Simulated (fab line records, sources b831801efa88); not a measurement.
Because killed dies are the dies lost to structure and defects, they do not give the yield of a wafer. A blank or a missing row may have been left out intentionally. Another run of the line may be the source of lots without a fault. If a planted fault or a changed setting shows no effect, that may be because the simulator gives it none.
Which tool is to blame? + flow gf180mcu + 15 lots with 43 wafers sampled at 2 steps, on a route of 602 steps

WHAT THE GAUGES READ, wafer by wafer
No reading from a measuring or inspecting step in the record can be judged against a usual standard deviation.

WHICH TOOL RAN EACH LOT (tool, then ch and the chambers of the sampled wafers, then the start)
| lot  | GF_LVPWELL_COAT_02              | GF_LVPWELL_STRIP_10                |
|------|---------------------------------|------------------------------------|
| L947 | lithoTrack-01 ch 0, day 3 14:41 | plasmaAsher-04 ch 0,1, day 3 21:44 |
| L948 | lithoTrack-04 ch 0, day 3 19:01 | plasmaAsher-02 ch 0,1, day 4 02:02 |
| L949 | lithoTrack-01 ch 0, day 4 03:23 | plasmaAsher-02 ch 0, day 4 10:39   |
| L953 | lithoTrack-04 ch 0, day 4 22:08 | plasmaAsher-02 ch 0,1, day 5 05:30 |
| L956 | lithoTrack-01 ch 0, day 5 14:05 | plasmaAsher-04 ch 0,1, day 5 21:57 |
| L957 | lithoTrack-01 ch 0, day 5 21:05 | plasmaAsher-04 ch 0,1, day 6 04:56 |
| L958 | lithoTrack-01 ch 0, day 6 02:08 | plasmaAsher-04 ch 0,1, day 6 09:40 |
| L960 | lithoTrack-02 ch 0, day 6 16:04 | plasmaAsher-02 ch 0,1, day 6 23:41 |
| L961 | lithoTrack-02 ch 0, day 6 19:16 | plasmaAsher-04 ch 0,1, day 7 03:12 |
| L962 | lithoTrack-04 ch 0, day 7 01:04 | plasmaAsher-04 ch 0,1, day 7 09:28 |
| L963 | lithoTrack-04 ch 0, day 7 03:56 | plasmaAsher-01 ch 0,1, day 7 12:27 |
| L964 | lithoTrack-02 ch 0, day 7 11:24 | plasmaAsher-04 ch 0,1, day 7 19:45 |
| L966 | lithoTrack-04 ch 0, day 8 07:16 | plasmaAsher-02 ch 0,1, day 8 16:00 |
| L967 | lithoTrack-02 ch 0, day 8 07:18 | plasmaAsher-04 ch 0,1, day 8 16:26 |
| L968 | lithoTrack-04 ch 0, day 8 17:17 | plasmaAsher-02 ch 0,1, day 9 01:41 |
- GF_LVPWELL_COAT_02: resist thk 3000 nm.
- GF_LVPWELL_STRIP_10: strips in O2/N2.

WHAT THE TOOLS THEMSELVES READ (means of the sampled wafers that have a number; where no wafer has one, the mark that the record gives instead)
GF_LVPWELL_STRIP_10.
| lot  | tool           | drypumpMotorCurrentA (A) | heaterPowerW (W) | oesProductAu (a.u.) | stripTimeToEndpointS (s) |
|------|----------------|--------------------------|------------------|---------------------|--------------------------|
| L947 | plasmaAsher-04 | 5.9                      | 400              | 0.718               | 37.03                    |
| L948 | plasmaAsher-02 | 5.1                      | 379              | 0.723               | 36.91                    |
| L949 | plasmaAsher-02 | 5.1                      | 315              | 0.723               | 36.88                    |
| L953 | plasmaAsher-02 | 5.1                      | 345              | 0.725               | 37.00                    |
| L956 | plasmaAsher-04 | 6.0                      | 378              | 0.716               | 24.72                    |
| L957 | plasmaAsher-04 | 5.9                      | 397              | 0.716               | 28.81                    |
| L958 | plasmaAsher-04 | 6.0                      | 374              | 0.714               | 24.68                    |
| L960 | plasmaAsher-02 | 5.1                      | 352              | 0.722               | 37.07                    |
| L961 | plasmaAsher-04 | 5.9                      | 395              | 0.723               | 36.95                    |
| L962 | plasmaAsher-04 | 6.0                      | 366              | 0.719               | 37.07                    |
| L963 | plasmaAsher-01 | 6.0                      | 394              | 0.721               | 36.95                    |
| L964 | plasmaAsher-04 | 5.9                      | 401              | 0.724               | 36.82                    |
| L966 | plasmaAsher-02 | 5.2                      | 386              | 0.723               | 37.07                    |
| L967 | plasmaAsher-04 | 5.9                      | 397              | 0.723               | 36.85                    |
| L968 | plasmaAsher-02 | 5.1                      | 343              | 0.721               | 36.93                    |

THE ANSWER, worked out from the rows above alone
Rule: usual is defined by the lots themselves. The widest of any qualifying gaps counts: lots, ordered by their means at a reading, are off when they make up no more than a third of the lots, leave a main group of 4 or more, and stand apart from it by 3 or more times the standard deviation of that group's means. The tables above print the reading to a certain number of digits; a main group whose means all agree to those digits is not used. A lot without any number at a reading at which 4 lots or more have one is off too. The other lots that the step has rows for count as sound. First the gauges in route order, then the tools' own readings, where a lot's mean is used as printed above. At the first step where some lot is off, the reading lying furthest off is the one used; lots without a number count as furthest.
Off: L956, L957, L958, at GF_LVPWELL_STRIP_10 (stripTimeToEndpointS). For the main group the mean is 36.96 s and the standard deviation 0.084.
If a tool, at that step or one of the process steps before it, ran each lot that is off and ran no sound lot following the first of them, it fits. One candidate fits, namely lithoTrack-01 at GF_LVPWELL_COAT_02. Its last sound lot is L949 (day 4 03:23), its first lot that is off L956 (day 5 14:05): a fault that began between those two fits.

WHAT THE SIMULATOR HAD INSERTED
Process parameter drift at GF_LVPWELL_COAT_02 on lithoTrack-01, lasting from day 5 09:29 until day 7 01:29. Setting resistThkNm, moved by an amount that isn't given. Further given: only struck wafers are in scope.
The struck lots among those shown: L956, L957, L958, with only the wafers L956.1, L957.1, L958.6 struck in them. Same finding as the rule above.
